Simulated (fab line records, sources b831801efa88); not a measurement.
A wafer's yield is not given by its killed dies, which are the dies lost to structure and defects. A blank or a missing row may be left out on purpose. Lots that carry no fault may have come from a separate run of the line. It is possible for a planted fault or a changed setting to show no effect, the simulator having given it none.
Code-filled problem report in 8D (eight disciplines) form || flow sky130 || the parts of the form that need people (team, actions taken, sign-off) are left out

## 1. WHAT IS WRONG
SKY_VIA3_CMP_24, overpolishRunS: mean 0.044 s over 1 wafer from 1 lot; wafers with no fault: 20.000 s, standard deviation 0.0091. That is -99 or more standard deviations from the usual mean.
The step: polishes, stops on SiO2, t overpolish 20 s, target thk 0 nm.
Earliest sighting: wafer L639.2 on cmp-01 at day 43 01:38. Wafers with a number at this step in the record: 39, from 13 lots. Rule for "out", or "out of limits": more than 4 standard deviations from the usual mean. Any other wafer with a number is counted as sound.

## 2. WHAT THIS IS AND IS NOT
{"question": "which readings at this step", "is": "overpolishRunS, timeToEndpointS", "is not": "motorCurrentA"}
{"question": "which lots", "is": "L639", "is not": "L628, L629, L630, L631, L632, L634, L636, L637, L641, L647, L648, L651"}
{"question": "which wafers of those lots", "is": "L639.2", "is not": "L639.4, L639.5"}
{"question": "read on which tools", "is": "cmp-01", "is not": "cmp-02"}
{"question": "when", "is": "from day 43 01:38", "is not": "up to then (26 sound wafers); but 12 sound wafers of L641, L647, L648, L651 came after"}

## 3. WHAT RULES OUT EACH SUSPECT
Counting: any tool at a process step up to the reading remains a suspect provided it ran every lot that is out. Sound lots after the first of them don't rule it out here, since some wafers of a struck lot are sound.
- plasmaAsher-03 at SKY_METAL3_STRIP_19 (strips in O2/N2): kept. L639, the lot that is out, went through it at day 41 23:51; up to then, the latest sound lot through it was L634 at day 40 13:13.
- rieDiel-01 at SKY_VIA3_ETCH_15 (etches SiO2 in C4F8/O2/Ar, stops on TiN, target depth 507 nm, time 78 s): kept. L639, the lot that is out, went through it at day 43 00:34; up to then, the latest sound lot through it was L636 at day 42 09:43.
- cmp-01 at SKY_VIA3_CMP_24 (polishes, stops on SiO2, t overpolish 20 s, target thk 0 nm): kept. L639, the lot that is out, went through it at day 43 01:38; up to then, the latest sound lot through it was L637 at day 42 15:48. On those wafers its own readings are out: overpolishRunS, timeToEndpointS.
- At SKY_METAL3_STRIP_19 on plasmaAsher-03, chamber 0 took the sound wafers of the same lots and chamber 1 took the wafers that are out.
- In rieDiel-01 at SKY_VIA3_ETCH_15, the wafers that are out were processed in chamber 2 and their sound lot-mates in chambers 0, 3.
- At SKY_VIA3_CMP_24 on cmp-01, chamber 2 took the sound wafers of the same lots and chamber 0 took the wafers that are out.
Left after counting: plasmaAsher-03 at SKY_METAL3_STRIP_19, rieDiel-01 at SKY_VIA3_ETCH_15, cmp-01 at SKY_VIA3_CMP_24.

## 4. THE CAUSE (what the simulator had put in)
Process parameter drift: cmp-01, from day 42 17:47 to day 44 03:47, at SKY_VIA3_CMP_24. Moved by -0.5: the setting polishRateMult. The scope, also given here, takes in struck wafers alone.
After counting, 3 suspects remain, this tool included.

## 5. THE EFFECT CHAIN, in route order
One row per reading whose mean, taken over the struck wafers that have a number, lies over 3 standard deviations from the usual. Only readings whose record carries a usual standard deviation are examined. hours: median over the lots of the time between each lot's start at the first step of this table that gives one and its start at this step. sigmas: the change, counted in usual standard deviations.
{"hours": 0, "step": "SKY_VIA3_CMP_24", "reading": "overpolishRunS", "usual": "20.000 s", "on struck wafers": 0.044, "change": -19.956, "sigmas": "-99 or more"}
{"hours": 0, "step": "SKY_VIA3_CMP_24", "reading": "timeToEndpointS", "usual": "95 s", "on struck wafers": 151, "change": "+56", "sigmas": "+9.8"}
Its process steps:
- SKY_VIA3_CMP_24: polishes, stops on SiO2, t overpolish 20 s, target thk 0 nm.

## 6. WHAT WOULD HAVE CAUGHT IT SOONER
The fault began at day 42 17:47; the first out-of-limits reading in this record came at day 43 01:38, 8 hours later.
